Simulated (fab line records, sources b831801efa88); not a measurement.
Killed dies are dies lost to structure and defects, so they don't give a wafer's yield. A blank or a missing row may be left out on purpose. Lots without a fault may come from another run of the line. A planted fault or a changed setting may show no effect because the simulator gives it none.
Which tool did it? | flow sky130 | 11 lots, 33 wafers sampled, at 6 steps of a route of 708

WHAT THE GAUGES READ, wafer by wafer
SKY_LDD_P_OVL_MEAS_08. Usual: LDD_P_OVL -0.1 nm, standard deviation 1.4.
lot  | measured     | on         | LDD_P_OVL (nm) | flag
L992 | day 20 16:31 | overlay-01 | -0.1 1.5 -0.9  |
L993 | day 21 01:10 | overlay-02 | -0.8 1.5 1.6   |
L995 | day 21 21:15 | overlay-01 | -1.7 -0.5 1.1  |
L100 | day 23 11:34 | overlay-01 | 1.5 1.1 0.3    |
L101 | day 23 23:28 | overlay-02 | 1.2 1.3 1.3    |
L103 | day 24 13:34 | overlay-02 | -0.7 -0.5 1.6  |
L104 | day 24 22:04 | overlay-01 | -1.8 1.6 -1.1  |
L105 | day 25 04:42 | overlay-02 | 0.6 -0.4 0.0   |
L106 | day 25 20:51 | overlay-02 | -0.9 0.0 -2.3  |
L108 | day 26 12:28 | overlay-02 | 0.3 -0.9 2.2   |
L111 | day 28 05:04 | overlay-02 | 0.3 -1.6 0.1   |

SKY_LDD_LDN_OVL_MEAS_07. Usual: LDD_LDN_OVL 1.2 nm, standard deviation 1.3.
lot  | measured     | on         | LDD_LDN_OVL (nm) | flag
L992 | day 24 11:02 | overlay-01 | -0.2 -1.0 0.9    |
L993 | day 24 19:28 | overlay-02 | 1.7 0.6 -1.4     |
L995 | day 25 14:11 | overlay-02 | 0.7 0.5 1.0      |
L100 | day 27 03:08 | overlay-01 | 2.7 0.4 2.2      |
L101 | day 27 15:45 | overlay-02 | 1.8 0.6 2.2      |
L103 | day 28 04:02 | overlay-01 | 0.0 1.4 3.0      |
L104 | day 28 12:56 | overlay-01 | 0.4 1.5 -0.2     |
L105 | day 28 19:20 | overlay-02 | 0.7 1.8 3.8      |
L106 | day 29 10:47 | overlay-01 | 0.2 -0.4 -1.1    |
L108 | day 30 02:00 | overlay-01 | 3.1 2.3 3.1      |
L111 | day 31 17:08 | overlay-02 | 3.4 2.2 3.1      |

SKY_RES_XHIGH_TW_MEAS_09. Usual: RES_XHIGH_TW 1654, standard deviation 20.
lot  | measured     | on            | RES_XHIGH_TW      | flag
L992 | day 28 04:12 | film_metro-04 | 1639 1642 1637    |
L993 | day 28 12:19 | film_metro-01 | 1657 1679 1668    |
L995 | day 29 06:44 | film_metro-01 | 1670 1674 1675    |
L100 | day 30 16:42 | film_metro-03 | 30 29 29 30 30 30 | OFF
L101 | day 31 10:02 | film_metro-03 | 30 30 30 30 30 30 | OFF
L103 | day 31 18:17 | film_metro-01 | 1668 1670 1661    |
L104 | day 32 04:02 | film_metro-04 | 1655 1651 1650    |
L105 | day 32 09:26 | film_metro-04 | 1649 1651 1665    |
L106 | day 32 23:47 | film_metro-04 | 1656 1666 1649    |
L108 | day 33 18:18 | film_metro-04 | 1656 1655 1652    |
L111 | day 35 02:48 | film_metro-01 | 1663 1670 1661    |

SKY_SD_N_CD_MEAS_07: target cd 380 nm. Usual: cd_nm 379.6 nm, standard deviation 2.3.
lot  | measured     | on        | cd_nm (nm)        | flag
L992 | day 29 08:31 | cd_sem-01 | 376.0 378.1 374.5 |
L993 | day 29 16:20 | cd_sem-01 | 380.7 382.4 383.5 |
L995 | day 30 09:32 | cd_sem-02 | 379.6 377.3 378.9 |
L103 | day 32 21:11 | cd_sem-02 | 379.3 379.2 377.6 |
L104 | day 33 07:13 | cd_sem-02 | 375.7 377.1 376.0 |
L105 | day 33 12:42 | cd_sem-02 | 378.0 381.7 377.4 |
L106 | day 34 02:08 | cd_sem-02 | 378.5 379.8 377.9 |
L108 | day 34 19:56 | cd_sem-01 | 381.3 380.2 381.7 |
L111 | day 36 04:13 | cd_sem-01 | 379.1 377.9 379.4 |

WHICH TOOL RAN EACH LOT (tool, then ch and the chambers of the sampled wafers, then the start)
lot  | SKY_SD_P_STRIP_10                    | SKY_RES_XHIGH_STRIP_08
L992 | plasma_asher-04 ch 0,1, day 26 23:49 | plasma_asher-01 ch 0,1, day 28 04:07
L993 | plasma_asher-04 ch 0,1, day 27 08:20 | plasma_asher-01 ch 0,1, day 28 12:13
L995 | plasma_asher-01 ch 0,1, day 28 02:14 | plasma_asher-04 ch 0,1, day 29 06:38
L100 | plasma_asher-01 ch 0,1, day 29 13:11 | plasma_asher-02 ch 0,1, day 30 16:37
L101 | plasma_asher-04 ch 0,1, day 30 06:53 | plasma_asher-02 ch 0,1, day 31 09:56
L103 | plasma_asher-04 ch 0,1, day 30 14:29 | plasma_asher-04 ch 0,1, day 31 18:11
L104 | plasma_asher-03 ch 0,1, day 31 00:06 | plasma_asher-02 ch 0,1, day 32 03:56
L105 | plasma_asher-01 ch 0,1, day 31 05:48 | plasma_asher-04 ch 0,1, day 32 09:20
L106 | plasma_asher-04 ch 0,1, day 31 20:14 | plasma_asher-01 ch 0, day 32 23:41
L108 | plasma_asher-01 ch 0,1, day 32 14:47 | plasma_asher-01 ch 0,1, day 33 18:13
L111 | plasma_asher-01 ch 0,1, day 34 01:10 | plasma_asher-04 ch 0,1, day 35 02:43
- SKY_SD_P_STRIP_10: strips in O2/N2.
- SKY_RES_XHIGH_STRIP_08: strips in O2/N2.

WHAT THE TOOLS THEMSELVES READ (means of the sampled wafers that have a number; where no wafer has one, the mark that the record gives instead)
SKY_SD_P_STRIP_10. Usual: chamber_pressure_mTorr 1500.0 mTorr, standard deviation 1.2; drypump_motor_current_A 5.5 A, standard deviation 0.49; oes_product_au 0.618 a.u., standard deviation 0.0046; strip_time_to_endpoint_s 17.49 s, standard deviation 0.056.
lot  | tool            | chamber_pressure_mTorr (mTorr) | drypump_motor_current_A (A) | oes_product_au (a.u.) | strip_time_to_endpoint_s (s) | flag
L992 | plasma_asher-04 | 1499.6                         | 5.1                         | 0.618                 | 17.43                        |
L993 | plasma_asher-04 | 1501.0                         | 5.1                         | 0.619                 | 17.40                        |
L995 | plasma_asher-01 | 1501.0                         | 6.1                         | 0.617                 | 17.38                        |
L100 | plasma_asher-01 | -                              | -                           | -                     | -                            | OFF
L101 | plasma_asher-04 | -                              | -                           | -                     | -                            | OFF
L103 | plasma_asher-04 | 1499.7                         | 5.1                         | 0.621                 | 17.50                        |
L104 | plasma_asher-03 | 1500.5                         | 5.5                         | 0.619                 | 17.48                        |
L105 | plasma_asher-01 | 1499.2                         | 5.9                         | 0.614                 | 17.51                        |
L106 | plasma_asher-04 | 1500.3                         | 5.1                         | 0.619                 | 17.50                        |
L108 | plasma_asher-01 | 1500.4                         | 5.9                         | 0.615                 | 17.44                        |
L111 | plasma_asher-01 | 1499.1                         | 6.1                         | 0.624                 | 17.57                        |

SKY_RES_XHIGH_STRIP_08. Usual: chamber_pressure_mTorr 1500.2 mTorr, standard deviation 1.4; drypump_motor_current_A 5.6 A, standard deviation 0.53; oes_product_au 0.711 a.u., standard deviation 0.0043; strip_time_to_endpoint_s 14.26 s, standard deviation 0.038.
lot  | tool            | chamber_pressure_mTorr (mTorr) | drypump_motor_current_A (A) | oes_product_au (a.u.) | strip_time_to_endpoint_s (s) | flag
L992 | plasma_asher-01 | 1499.5                         | 6.1                         | 0.709                 | 14.28                        |
L993 | plasma_asher-01 | 1500.8                         | 6.1                         | 0.711                 | 14.24                        |
L995 | plasma_asher-04 | 1500.3                         | 5.1                         | 0.713                 | 14.27                        |
L100 | plasma_asher-02 | 1500.5                         | 5.4                         | 0.722                 | 31.34                        | OFF
L101 | plasma_asher-02 | 1500.3                         | 5.4                         | 0.715                 | 31.37                        | OFF
L103 | plasma_asher-04 | 1498.9                         | 5.1                         | 0.708                 | 14.22                        |
L104 | plasma_asher-02 | 1501.0                         | 5.7                         | 0.707                 | 14.28                        |
L105 | plasma_asher-04 | 1501.9                         | 5.1                         | 0.707                 | 14.29                        |
L106 | plasma_asher-01 | 1499.1                         | 6.3                         | 0.713                 | 14.26                        |
L108 | plasma_asher-01 | 1501.4                         | 6.1                         | 0.712                 | 14.26                        |
L111 | plasma_asher-04 | 1500.7                         | 5.1                         | 0.711                 | 14.24                        |

THE ANSWER, worked out from the rows above alone
Rule: a lot is off if the mean of its wafers that have a number lies more than 3 standard deviations from the usual mean. A lot without any number at a reading at which 4 lots or more have one is off too. The other lots that the step has rows for count as sound. The gauges are gone through in route order, then the tools' own readings, and for those a lot's mean is taken as printed above. The first step at which some lot is off is used, and at that step the reading that is off furthest; a lot without a number counts as furthest.
Off: L100, L101, at SKY_RES_XHIGH_TW_MEAS_09 (RES_XHIGH_TW).
A tool fits if, at a process step before that reading, it ran every lot that is off, and no sound lot after the first of them. The gauges at SKY_RES_XHIGH_TW_MEAS_09 aren't tried: what is off there is off at SKY_SD_P_STRIP_10 too, on other tools, and a gauge's error can't cause that. None of those tried fits.

WHAT THE SIMULATOR HAD PUT IN
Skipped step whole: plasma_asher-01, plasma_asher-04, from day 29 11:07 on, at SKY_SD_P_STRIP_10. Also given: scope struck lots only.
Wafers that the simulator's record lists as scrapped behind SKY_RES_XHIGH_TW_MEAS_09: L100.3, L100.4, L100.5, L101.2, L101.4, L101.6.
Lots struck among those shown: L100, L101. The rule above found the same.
